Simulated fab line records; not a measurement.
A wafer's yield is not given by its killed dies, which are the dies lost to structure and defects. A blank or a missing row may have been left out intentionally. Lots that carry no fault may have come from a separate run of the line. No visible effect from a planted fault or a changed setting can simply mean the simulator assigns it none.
Problem report, 8D (eight disciplines) form, completed by code -- flow sfq-line -- the parts of the form that need people (team, actions taken, sign-off) are left out

== 1. WHAT WENT WRONG ==
chamber-pressure-mTorr at SFQ_TRILAYER_I3_VIA_BARC_OPEN_VIA_ETCH_121 reads a mean of 24.033 mTorr on 1 wafer of 1 lot; wafers without a fault read 30.001 mTorr with a standard deviation of 0.026. So: -99 or more standard deviations from the usual mean.
The step: etches BARC in O2, target depth 125 nm, time 41.7 s.
First seen on wafer L817.3, day 50 22:07, on rie-diel-04. At this step, 39 wafers from 13 lots have a number in the record. The rule behind "out" and "out of limits": a value lying over 4 standard deviations away from the usual mean. The other wafers with a number count as sound.

== 2. WHAT IT IS, AND WHAT IT ISN'T ==
question,is,is not
which readings at this step,chamber-pressure-mTorr,"bias-w, drypump-motor-current-A, oes-product-au"
which lots,L817,"L811, L812, L813, L814, L816, L820, L826, L827, L828, L829, L830, L833"
which wafers of those lots,L817.3,"L817.2, L817.6"
read on which tools,rie-diel-04,"rie-diel-02, rie-diel-03"
when,from day 50 22:07,"up to then (17 sound wafers); but 21 sound wafers of L820, L826, L827, L828, L829, L830, L833 came after"

== 3. THE SUSPECTS, EACH WITH WHAT RULES IT OUT ==
Counting: a tool at a process step up to the reading stays a suspect if it ran every lot that is out. Sound lots after the first of them don't rule it out here, since some wafers of a struck lot are sound.
- rie-diel-04 at SFQ_TRILAYER_I3_VIA_BARC_OPEN_VIA_ETCH_121 (etches BARC in O2, target depth 125 nm, time 41.7 s): kept. The lot that is out, L817, ran on it at day 50 22:07; the last sound lot it ran before that was L814, at day 50 10:07. Its own readings are out on those wafers: chamber-pressure-mTorr.
- In rie-diel-04 at SFQ_TRILAYER_I3_VIA_BARC_OPEN_VIA_ETCH_121, the wafers that are out were processed in chamber 1 and their sound lot-mates in chambers 2, 3.
The count leaves rie-diel-04 at SFQ_TRILAYER_I3_VIA_BARC_OPEN_VIA_ETCH_121.

== 4. THE CAUSE (what the simulator had put in) ==
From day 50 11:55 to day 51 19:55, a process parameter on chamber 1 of rie-diel-04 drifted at SFQ_TRILAYER_I3_VIA_BARC_OPEN_VIA_ETCH_121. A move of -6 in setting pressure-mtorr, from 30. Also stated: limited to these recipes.
This tool alone remained once counting was done.

== 5. THE EFFECT CHAIN, in route order ==
Each row: a reading where the mean over the struck wafers with a number is more than 3 standard deviations away from the usual. Scope: only readings with a usual standard deviation given in the record; hours: median across lots of the time from each lot's start at the first step in this table that gives one to its start at this step; sigmas: change in usual standard deviations.
hours,step,reading,usual,on struck wafers,change,sigmas
0,SFQ_TRILAYER_I3_VIA_BARC_OPEN_VIA_ETCH_121,chamber-pressure-mTorr,30.001 mTorr,24.033,-5.968,-99 or more
Here are the process steps it includes:
- SFQ_TRILAYER_I3_VIA_BARC_OPEN_VIA_ETCH_121: etches BARC in O2, target depth 125 nm, time 41.7 s.

== 6. HOW IT WOULD HAVE BEEN CAUGHT EARLIER ==
10 hours passed between the start of the fault at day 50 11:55 and the first reading out of limits in this record, taken at day 50 22:07.
